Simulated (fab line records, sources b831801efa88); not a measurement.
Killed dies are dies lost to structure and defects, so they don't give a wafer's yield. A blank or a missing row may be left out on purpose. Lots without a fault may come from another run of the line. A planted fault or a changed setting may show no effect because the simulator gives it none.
fab line records | flow sky130 | part 1 of 2: steps 1 to 30 of 38
record lots=5 wafers=15 last_day=50
route steps=708 shown CAPM@537 METAL3@555 VIA3@573
lots that met no fault: from a run of the same line without faults
start_h: hours from the record's first day to the start of the lot's first wafer shown | wait_h: hours since the lot's step before | " the same as in the row above | L1.1+2: a row that stands for several wafers | - no value, or no start given | * or withheld: withheld | < > ~ a bound
route shown NAME@n: a module of which the file shows steps, and the number in the route of the first | usual: mean/standard deviation of fault-free wafers | same: alike in all rows | chamber/n: place in a boat | sites: the reading at each site | _std_site: their standard deviation | _edge_site: outer sites' mean less inner sites' | radius_mm: how far each site lies from the wafer's centre | mask NAME#n: copy n | behind: the tool/chamber that last shaped the wafer | hold: why the lot was held/for how many hours/how that ended | device: the transistor (n, p or np) that didn't switch | end of line: the same wafers' tests at the end of the route | a step without rows: its recipe alone | killed: dies lost to structure and defects at the first sort, not the wafer's yield | map: a wafer's dies, x killed, . not, _ none there
set.NAME: the setting as run; set.NAME@STEP: as run at that earlier step | model.NAME: the simulator's own value behind a step, which no gauge read
lots at some steps of the route; a table a step, a row a wafer
services: from which hour (start_h, from the record's first day; less than 0 if before it) a tool's chamber was out of use, for how many hours, and why
## steps
# step SKY_CAPM_CVD_00
# recipe material=SiO2 target_thk_nm=15.5 temp_c=400 time_s=withheld rf_w=450
# usual heater_power_w=720/71
# columns lot.wafer tool chamber start_h wait_h heater_power_w
L075.1 pecvd-04 0 867.13 0.0 778
L075.3 " 1 " " 725
L075.5 " 2 " " 629
L091.1 pecvd-01 1 981.09 0.0 789
L091.3 " 0 " " 720
L091.5 " 2 " " 612
L094.1 pecvd-01 1 992.56 0.0 800
L094.4 " 0 " " 832
L094.6 " 1 " " 801
L096.2 pecvd-04 0 1015.93 0.0 764
L096.3 " 1 " " 646
L096.5 " 1 " " 627
L097.2 pecvd-02 0 1027.19 0.0 753
L097.3 " 2 " " 644
L097.5 " 0 " " 759
# step SKY_CAPM_THK_MEAS_01
# recipe reads=SiO2_of_CAPM_CVD_00
# usual CAPM_CVD_00_THK=15.38/0.19
# columns lot.wafer tool chamber start_h wait_h CAPM_CVD_00_THK[nm]
L075.1 film_metro-01 - 867.15 - 15.35
L075.3 " - " " 15.50
L075.5 " - " " 15.47
L091.1 film_metro-04 - 981.12 - 15.14
L091.3 " - " " 15.08
L091.5 " - " " 15.44
L094.1 film_metro-04 - 992.58 - 15.19
L094.4 " - " " 15.19
L094.6 " - " " 15.38
L096.2 film_metro-01 - 1015.96 - 15.28
L096.3 " - " " 15.32
L096.5 " - " " 15.80
L097.2 film_metro-04 - 1027.22 - 15.30
L097.3 " - " " 15.33
L097.5 " - " " 15.32
# step SKY_CAPM_SPUTTER_02
# recipe material=TiN target_thk_nm=200 temp_c=300 power_w=6500 time_s=166.7 chamber_pressure_pa=0.4
# usual throttle_valve_pct=30.0/0.91
# same time_s=166.7
# columns lot.wafer tool chamber start_h wait_h throttle_valve_pct
L075.1 pvd_sputter-03 - 867.21 0.1 30.0
L075.3 " - " " 30.5
L075.5 " - " " 29.8
L091.1 pvd_sputter-03 - 981.18 0.1 30.2
L091.3 " - " " 29.1
L091.5 " - " " 30.5
L094.1 pvd_sputter-02 - 992.64 0.1 30.6
L094.4 " - " " 31.3
L094.6 " - " " 30.3
L096.2 pvd_sputter-01 - 1016.01 0.0 31.3
L096.3 " - " " 29.9
L096.5 " - " " 28.0
L097.2 pvd_sputter-03 - 1027.27 0.0 30.3
L097.3 " - " " 29.3
L097.5 " - " " 29.6
# step SKY_CAPM_RS_MEAS_03
# recipe thk_meas_gauge=four-point-probe reads=TiN_of_CAPM_SPUTTER_02
# usual CAPM_TIN_RS=6.87/0.081
# columns lot.wafer tool chamber start_h wait_h CAPM_TIN_RS[ohm/sq]
L075.1 film_metro-02 - 867.32 0.1 7.01
L075.3 " - " " 7.02
L075.5 " - " " 7.02
L091.1 film_metro-04 - 981.28 0.1 6.93
L091.3 " - " " 6.86
L091.5 " - " " 6.90
L094.1 film_metro-01 - 992.75 0.1 6.81
L094.4 " - " " 6.84
L094.6 " - " " 6.83
L096.2 film_metro-02 - 1016.14 0.1 6.97
L096.3 " - " " 6.90
L096.5 " - " " 6.90
L097.2 film_metro-01 - 1027.40 0.1 6.79
L097.3 " - " " 6.73
L097.5 " - " " 6.83
# step SKY_CAPM_THK_MEAS_04
# recipe thk_meas_gauge=xrf reads=TiN_of_CAPM_SPUTTER_02
# usual CAPM_TIN_THK=198.6/2.4
# columns lot.wafer tool chamber start_h wait_h CAPM_TIN_THK[nm]
L075.1 film_metro-02 - 867.44 0.1 194.7
L075.3 " - " " 194.2
L075.5 " - " " 195.4
L091.1 film_metro-04 - 981.40 0.1 196.9
L091.3 " - " " 198.9
L091.5 " - " " 197.0
L094.1 film_metro-01 - 992.87 0.1 201.5
L094.4 " - " " 199.9
L094.6 " - " " 200.5
L096.2 film_metro-02 - 1016.25 0.1 195.9
L096.3 " - " " 197.1
L096.5 " - " " 198.6
L097.2 film_metro-01 - 1027.51 0.1 200.3
L097.3 " - " " 202.6
L097.5 " - " " 200.8
# step SKY_CAPM_DEHYDRATE_05
# recipe temp_c=200 time_s=60
# usual plate_temp_C=199.99/0.18
# same time_s=60
# columns lot.wafer tool chamber start_h wait_h plate_temp_C
L075.1 litho_track-04 0 879.45 12.0 199.82
L075.3 " 0 " " 199.78
L075.5 " 0 " " 199.98
L091.1 litho_track-01 0 992.71 11.3 200.10
L091.3 " 0 " " 200.02
L091.5 " 0 " " 200.03
L094.1 litho_track-02 0 1003.48 10.6 199.87
L094.4 " 0 " " 200.00
L094.6 " 0 " " 199.81
L096.2 litho_track-01 0 1026.99 10.7 200.35
L096.3 " 0 " " 200.12
L096.5 " 0 " " 200.01
L097.2 litho_track-01 0 1038.64 11.1 200.07
L097.3 " 0 " " 199.96
L097.5 " 0 " " 200.26
# step SKY_CAPM_HMDS_06
# recipe prime_time_s=60 prime_temp_c=120
# columns lot.wafer tool chamber start_h wait_h
L075.1+3+5 litho_track-04 0 879.60 0.1
L091.1+3+5 litho_track-01 0 992.86 0.1
L094.1+4+6 litho_track-02 0 1003.63 0.1
L096.2+3+5 litho_track-01 0 1027.14 0.1
L097.2+3+5 litho_track-01 0 1038.79 0.1
# step SKY_CAPM_COAT_07
# recipe resist=NOVOLAK spin_rpm=3000 resist_thk_nm=1140
# columns lot.wafer tool chamber start_h wait_h
L075.1+3+5 litho_track-04 0 879.75 0.1
L091.1+3+5 litho_track-01 0 993.01 0.1
L094.1+4+6 litho_track-02 0 1003.78 0.1
L096.2+3+5 litho_track-01 0 1027.29 0.1
L097.2+3+5 litho_track-01 0 1038.94 0.1
# step SKY_CAPM_SOFTBAKE_08
# recipe temp_c=90 time_s=60 resist=NOVOLAK
# usual plate_temp_C=90.00/0.13
# same time_s=60
# columns lot.wafer tool chamber start_h wait_h plate_temp_C
L075.1 litho_track-04 0 879.90 0.1 90.03
L075.3 " 0 " " 90.02
L075.5 " 0 " " 89.90
L091.1 litho_track-01 0 993.16 0.1 89.96
L091.3 " 0 " " 90.10
L091.5 " 0 " " 90.02
L094.1 litho_track-02 0 1003.93 0.1 90.18
L094.4 " 0 " " 90.11
L094.6 " 0 " " 90.12
L096.2 litho_track-01 0 1027.44 0.1 90.04
L096.3 " 0 " " 89.95
L096.5 " 0 " " 89.86
L097.2 litho_track-01 0 1039.09 0.1 90.03
L097.3 " 0 " " 90.13
L097.5 " 0 " " 90.15
# step SKY_CAPM_EXPOSE_09
# recipe mask_id=CAPM na=0.6 source_shape=conventional sigma_outer=0.6 polarization=unpolarized target_cd_nm=1000 dose_mj=159
# columns lot.wafer tool chamber start_h wait_h mask
L075.1+3+5 iline_stepper-02 0 - - CAPM#0
L091.1+3+5 iline_stepper-02 0 - - CAPM#0
L094.1+4+6 iline_stepper-02 0 - - CAPM#0
L096.2+3+5 iline_stepper-01 0 - - CAPM#0
L097.2+3+5 iline_stepper-02 0 - - CAPM#0
# step SKY_CAPM_PEB_10
# recipe temp_c=withheld time_s=* resist=NOVOLAK
# same time_s=*
# columns lot.wafer tool chamber start_h wait_h
L075.1+3+5 litho_track-02 0 - -
L091.1+3+5 litho_track-04 0 - -
L094.1+4+6 litho_track-01 0 - -
L096.2+3+5 litho_track-02 0 - -
L097.2+3+5 litho_track-01 0 - -
# step SKY_CAPM_DEVELOP_11
# recipe resist=NOVOLAK developer=TMAH develop_time_s=60 dev_temp_c=23
# same develop_time_s=60
# columns lot.wafer tool chamber start_h wait_h
L075.1+3+5 litho_track-02 0 892.48 0.1
L091.1+3+5 litho_track-04 0 1004.46 0.1
L094.1+4+6 litho_track-01 0 1015.26 0.1
L096.2+3+5 litho_track-02 0 1038.91 0.1
L097.2+3+5 litho_track-01 0 1049.64 0.1
# step SKY_CAPM_OVL_MEAS_12
# usual CAPM_OVL=0.4/1.4
# columns lot.wafer tool chamber start_h wait_h CAPM_OVL[nm]
L075.1 overlay-01 - 892.63 0.1 -2.3
L075.3 " - " " -1.9
L075.5 " - " " -1.2
L091.1 overlay-02 - 1004.61 0.1 -0.3
L091.3 " - " " -0.2
L091.5 " - " " -0.5
L094.1 overlay-02 - 1015.41 0.1 2.7
L094.4 " - " " 1.3
L094.6 " - " " 2.2
L096.2 overlay-02 - 1039.04 0.1 2.6
L096.3 " - " " 1.6
L096.5 " - " " 2.8
L097.2 overlay-01 - 1049.77 0.1 2.7
L097.3 " - " " 2.1
L097.5 " - " " 2.1
# step SKY_CAPM_METAL_ETCH_13
# recipe target_depth_nm=220 stop_on=SiO2 chemistry=Cl2/BCl3 target=TiN pressure_mtorr=10 icp_w=900 bias_w=48.5 Cl2_flow_sccm=60 bcl3_flow_sccm=30 time_s=62.9
# usual chamber_pressure_mTorr=10.000/0.01 drypump_motor_current_A=5.61/0.24 oes_product_au=0.944/0.0082 throttle_valve_pct=21.898/0.0093
# same time_s=62.9
# columns lot.wafer tool chamber start_h wait_h chamber_pressure_mTorr drypump_motor_current_A oes_product_au rf_hours_counter_h throttle_valve_pct
L075.1 rie_metal-02 1 892.67 0.0 9.995 5.47 0.929 13 21.906
L075.3 " 0 " " 9.998 5.45 0.929 - 21.902
L075.5 " 1 " " 9.998 5.48 0.926 - 21.896
L091.1 rie_metal-04 1 1004.64 0.0 10.017 5.95 0.941 12 21.894
L091.3 " 0 " " 9.977 5.43 0.947 - 21.911
L091.5 " 0 " " 10.017 5.40 0.936 - 21.896
L094.1 rie_metal-04 0 1015.45 0.0 9.998 5.41 0.952 11 21.899
L094.4 " 1 " " 10.010 5.95 0.940 - 21.900
L094.6 " 0 " " 9.988 5.43 0.942 - 21.902
L096.2 rie_metal-01 1 1039.07 0.0 10.011 5.84 0.934 17 21.896
L096.3 " 0 " " 9.995 5.37 0.945 - 21.899
L096.5 " 1 " " 9.992 5.85 0.939 - 21.903
L097.2 rie_metal-04 0 1049.80 0.0 9.998 5.39 0.954 13 21.902
L097.3 " 1 " " 10.025 5.93 0.957 - 21.888
L097.5 " 1 " " 10.009 5.91 0.952 - 21.903
# step SKY_CAPM_STRIP_14
# recipe chemistry=O2/N2 power_w=1400 pressure_mtorr=1500 platen_temp_c=withheld o2_flow_sccm=3000 n2_flow_sccm=300 overash_fraction=0.5
# usual chamber_pressure_mTorr=1500.2/1.3 drypump_motor_current_A=5.4/0.53 oes_product_au=0.710/0.0041 strip_time_to_endpoint_s=12.65/0.048
# columns lot.wafer tool chamber start_h wait_h chamber_pressure_mTorr drypump_motor_current_A oes_product_au rf_hours_counter_h strip_time_to_endpoint_s
L075.1 plasma_asher-03 1 892.74 0.1 1497.3 5.7 0.709 43 12.64
L075.3 " 0 " " 1499.4 4.9 0.710 - 12.62
L075.5 " 0 " " 1500.8 4.9 0.709 - 12.61
L091.1 plasma_asher-02 1 1004.72 0.1 1500.2 5.0 0.710 28 12.71
L091.3 " 1 " " 1501.0 5.0 0.705 - 12.72
L091.5 " 0 " " 1498.2 5.9 0.708 - 12.70
L094.1 plasma_asher-03 0 1015.53 0.1 1499.4 4.9 0.712 55 12.63
L094.4 " 0 " " 1501.9 4.9 0.704 - 12.62
L094.6 " 1 " " 1496.8 5.7 0.701 - 12.62
L096.2 plasma_asher-04 1 1039.15 0.1 1500.6 4.8 0.713 121 12.70
L096.3 " 1 " " 1499.4 4.8 0.707 - 12.68
L096.5 " 0 " " 1499.5 6.2 0.707 - 12.68
L097.2 plasma_asher-04 0 1049.88 0.1 1499.8 6.2 0.709 122 12.70
L097.3 " 1 " " 1500.3 4.8 0.710 - 12.67
L097.5 " 0 " " 1500.4 6.2 0.711 - 12.68
# step SKY_CAPM_STRIP_15
# recipe chemistry=post_etch_residue_remover time_s=1200 temp_c=72.5
# same time_s=1200
# columns lot.wafer tool chamber start_h wait_h
L075.1+3+5 wet_bench-04 3 892.84 0.1
L091.1+3+5 wet_bench-02 1 1004.82 0.1
L094.1+4+6 wet_bench-01 1 1015.63 0.1
L096.2+3+5 wet_bench-01 3 1039.25 0.1
L097.2+3+5 wet_bench-02 3 1049.98 0.1
# step SKY_CAPM_CLEAN_16
# recipe chemistry=IPA time_s=180 temp_c=25
# same time_s=180
# columns lot.wafer tool chamber start_h wait_h
L075.1+3+5 wet_bench-02 1 893.19 0.0
L091.1+3+5 wet_bench-01 3 1005.16 0.0
L094.1+4+6 wet_bench-04 0 1016.00 0.0
L096.2+3+5 wet_bench-02 1 1039.62 0.0
L097.2+3+5 wet_bench-04 0 1050.32 0.0
# step SKY_CAPM_CLEAN_17
# recipe chemistry=O3/DIW dry=n2_spin
# columns lot.wafer tool chamber start_h wait_h
L075.1+3+5 wet_bench-02 2 893.26 0.0
L091.1+3+5 wet_bench-02 0 1005.22 0.0
L094.1+4+6 wet_bench-02 0 1016.06 0.0
L096.2+3+5 wet_bench-04 0 1039.68 0.0
L097.2+3+5 wet_bench-02 1 1050.38 0.0
# step SKY_METAL3_DEHYDRATE_05
# recipe temp_c=200 time_s=60
# usual plate_temp_C=200.00/0.16
# same time_s=60
# columns lot.wafer tool chamber start_h wait_h plate_temp_C
L075.1 litho_track-02 0 904.78 11.4 200.20
L075.3 " 0 " " 200.05
L075.5 " 0 " " 199.98
L091.1 litho_track-02 0 1016.78 11.5 200.30
L091.3 " 0 " " 200.14
L091.5 " 0 " " 200.41
L094.1 litho_track-03 0 1026.46 10.3 199.84
L094.4 " 0 " " 200.00
L094.6 " 0 " " 200.08
L096.2 litho_track-03 0 1049.78 10.0 200.11
L096.3 " 0 " " 200.05
L096.5 " 0 " " 200.20
L097.2 litho_track-03 0 1060.93 10.5 200.01
L097.3 " 0 " " 199.99
L097.5 " 0 " " 199.99
# step SKY_METAL3_HMDS_06
# recipe prime_time_s=60 prime_temp_c=120
# columns lot.wafer tool chamber start_h wait_h
L075.1+3+5 litho_track-02 0 904.93 0.1
L091.1+3+5 litho_track-02 0 1016.93 0.1
L094.1+4+6 litho_track-03 0 1026.61 0.1
L096.2+3+5 litho_track-03 0 1049.93 0.1
L097.2+3+5 litho_track-03 0 1061.08 0.1
# step SKY_METAL3_COAT_07
# recipe resist=BARC temp_c=withheld time_s=withheld spin_rpm=3000 resist_thk_nm=60
# columns lot.wafer tool chamber start_h wait_h
L075.1+3+5 litho_track-02 0 905.08 0.1
L091.1+3+5 litho_track-02 0 1017.08 0.1
L094.1+4+6 litho_track-03 0 1026.76 0.1
L096.2+3+5 litho_track-03 0 1050.08 0.1
L097.2+3+5 litho_track-03 0 1061.23 0.1
# step SKY_METAL3_COAT_08
# recipe resist=KrF-thick spin_rpm=3000 resist_thk_nm=1140
# columns lot.wafer tool chamber start_h wait_h
L075.1+3+5 litho_track-02 0 - -
L091.1+3+5 litho_track-02 0 - -
L094.1+4+6 litho_track-03 0 - -
L096.2+3+5 litho_track-03 0 - -
L097.2+3+5 litho_track-03 0 - -
# step SKY_METAL3_SOFTBAKE_09
# recipe temp_c=100 time_s=90 resist=KrF-thick
# usual plate_temp_C=99.97/0.14
# same time_s=90
# columns lot.wafer tool chamber start_h wait_h plate_temp_C
L075.1 litho_track-02 0 - - 99.65
L075.3 " 0 " " 99.86
L075.5 " 0 " " 100.13
L091.1 litho_track-02 0 - - 100.01
L091.3 " 0 " " 100.02
L091.5 " 0 " " 99.77
L094.1 litho_track-03 0 - - 100.29
L094.4 " 0 " " 100.01
L094.6 " 0 " " 100.17
L096.2 litho_track-03 0 - - 100.02
L096.3 " 0 " " 99.70
L096.5 " 0 " " 100.07
L097.2 litho_track-03 0 - - 99.97
L097.3 " 0 " " 100.18
L097.5 " 0 " " 100.19
# step SKY_METAL3_EXPOSE_10
# recipe mask_id=MM3 na=0.68 source_shape=annular sigma_inner=0.4 sigma_outer=0.8 target_cd_nm=300 dose_mj=28
# same sigma_inner=0.4
# columns lot.wafer tool chamber start_h wait_h mask
L075.1+3+5 krf_scanner-01 0 - - MM3#0
L091.1+3+5 krf_scanner-02 0 - - MM3#0
L094.1+4+6 krf_scanner-01 0 - - MM3#0
L096.2+3+5 krf_scanner-01 0 - - MM3#0
L097.2+3+5 krf_scanner-02 0 - - MM3#0
# step SKY_METAL3_PEB_11
# recipe peb_temp_c=withheld peb_time_s=withheld resist=KrF-thick
# columns lot.wafer tool chamber start_h wait_h
L075.1+3+5 litho_track-02 0 - -
L091.1+3+5 litho_track-02 0 - -
L094.1+4+6 litho_track-02 0 - -
L096.2+3+5 litho_track-04 0 - -
L097.2+3+5 litho_track-03 0 - -
# step SKY_METAL3_DEVELOP_12
# recipe develop_time_s=60 resist=KrF-thick dev_temp_c=21
# same develop_time_s=60
# columns lot.wafer tool chamber start_h wait_h
L075.1+3+5 litho_track-02 0 - -
L091.1+3+5 litho_track-02 0 - -
L094.1+4+6 litho_track-02 0 - -
L096.2+3+5 litho_track-04 0 - -
L097.2+3+5 litho_track-03 0 - -
# step SKY_METAL3_CD_MEAS_13
# recipe target_cd_nm=300
# usual cd_nm=299.6/1.3
# columns lot.wafer tool chamber start_h wait_h cd_nm
L075.1 cd_sem-02 - 918.13 - 297.8
L075.3 " - " " 298.4
L075.5 " - " " 298.6
L091.1 cd_sem-01 - 1028.53 - 299.2
L091.3 " - " " 300.4
L091.5 " - " " 299.0
L094.1 cd_sem-02 - 1038.73 - 296.9
L094.4 " - " " 297.3
L094.6 " - " " 298.0
L096.2 cd_sem-01 - 1061.73 - 299.5
L096.3 " - " " 300.5
L096.5 " - " " 299.5
L097.2 cd_sem-02 - 1071.93 - 299.9
L097.3 " - " " 298.4
L097.5 " - " " 299.5
# step SKY_METAL3_OVL_MEAS_14
# usual METAL3_OVL=0/4.6
# columns lot.wafer tool chamber start_h wait_h METAL3_OVL[nm]
L075.1 overlay-02 - 918.25 0.1 -2
L075.3 " - " " 0
L075.5 " - " " -4
L091.1 overlay-02 - 1028.65 0.1 2
L091.3 " - " " 0
L091.5 " - " " 4
L094.1 overlay-01 - 1038.85 0.1 -8
L094.4 " - " " -2
L094.6 " - " " 1
L096.2 overlay-01 - 1061.83 0.1 0
L096.3 " - " " 2
L096.5 " - " " 1
L097.2 overlay-02 - 1072.03 0.1 -2
L097.3 " - " " 1
L097.5 " - " " 5
# step SKY_METAL3_DESCUM_15
# recipe chemistry=O2 source_power_w=150 bias_power_w=0 pressure_mtorr=10 temp_c=40 time_s=8
# usual chamber_pressure_mTorr=10.001/0.0089 drypump_motor_current_A=5.69/0.24 oes_product_au=1.000/0.0086
# same time_s=8
# columns lot.wafer tool chamber start_h wait_h chamber_pressure_mTorr drypump_motor_current_A oes_product_au rf_hours_counter_h
L075.1 rie_metal-01 1 918.29 0.0 9.992 5.87 0.999 11
L075.3 " 0 " " 10.005 5.39 1.002 -
L075.5 " 0 " " 9.990 5.37 1.007 -
L091.1 rie_metal-03 0 1028.69 0.0 10.002 5.92 1.011 20
L091.3 " 1 " " 9.995 5.65 1.007 -
L091.5 " 1 " " 9.996 5.65 0.986 -
L094.1 rie_metal-04 0 1038.89 0.0 10.004 5.39 1.010 12
L094.4 " 0 " " 10.006 5.43 0.997 -
L094.6 " 1 " " 9.987 5.96 0.998 -
L096.2 rie_metal-01 0 1061.86 0.0 10.015 5.38 0.996 21
L096.3 " 1 " " 10.006 5.86 1.008 -
L096.5 " 0 " " 10.011 5.38 1.000 -
L097.2 rie_metal-04 0 1072.06 0.0 10.004 5.45 0.999 15
L097.3 " 0 " " 9.993 5.41 0.988 -
L097.5 " 0 " " 9.996 5.43 0.999 -
# step SKY_METAL3_ETCH_16
# recipe chemistry=N2/H2 target=BARC ion_energy_ev=200 bias_w=100 pressure_mtorr=30 n2_flow_sccm=100 h2_flow_sccm=200 icp_w=500 stop_on=SiO2 time_s=88.2 target_depth_a=600
# usual chamber_pressure_mTorr=30.001/0.025 drypump_motor_current_A=5.70/0.24 oes_product_au=0.625/0.0042 throttle_valve_pct=13.205/0.009
# same time_s=88.2
# columns lot.wafer tool chamber start_h wait_h chamber_pressure_mTorr drypump_motor_current_A oes_product_au rf_hours_counter_h throttle_valve_pct
L075.1 rie_metal-01 1 918.32 0.0 29.988 5.86 0.622 11 13.209
L075.3 " 0 " " 29.960 5.39 0.628 - 13.213
L075.5 " 0 " " 30.013 5.38 0.625 - 13.215
L091.1 rie_metal-03 0 1028.73 0.0 30.022 5.92 0.630 20 13.214
L091.3 " 1 " " 30.028 5.69 0.627 - 13.206
L091.5 " 1 " " 29.999 5.65 0.624 - 13.213
L094.1 rie_metal-04 0 1038.92 0.0 30.014 5.41 0.621 12 13.212
L094.4 " 0 " " 30.008 5.43 0.628 - 13.211
L094.6 " 1 " " 29.976 5.95 0.626 - 13.202
L096.2 rie_metal-01 0 1061.89 0.0 30.022 5.40 0.627 21 13.209
L096.3 " 1 " " 29.992 5.88 0.629 - 13.209
L096.5 " 0 " " 30.048 5.41 0.627 - 13.217
L097.2 rie_metal-04 0 1072.10 0.0 30.017 5.36 0.627 15 13.221
L097.3 " 0 " " 29.980 5.40 0.625 - 13.202
L097.5 " 0 " " 30.015 5.43 0.625 - 13.199
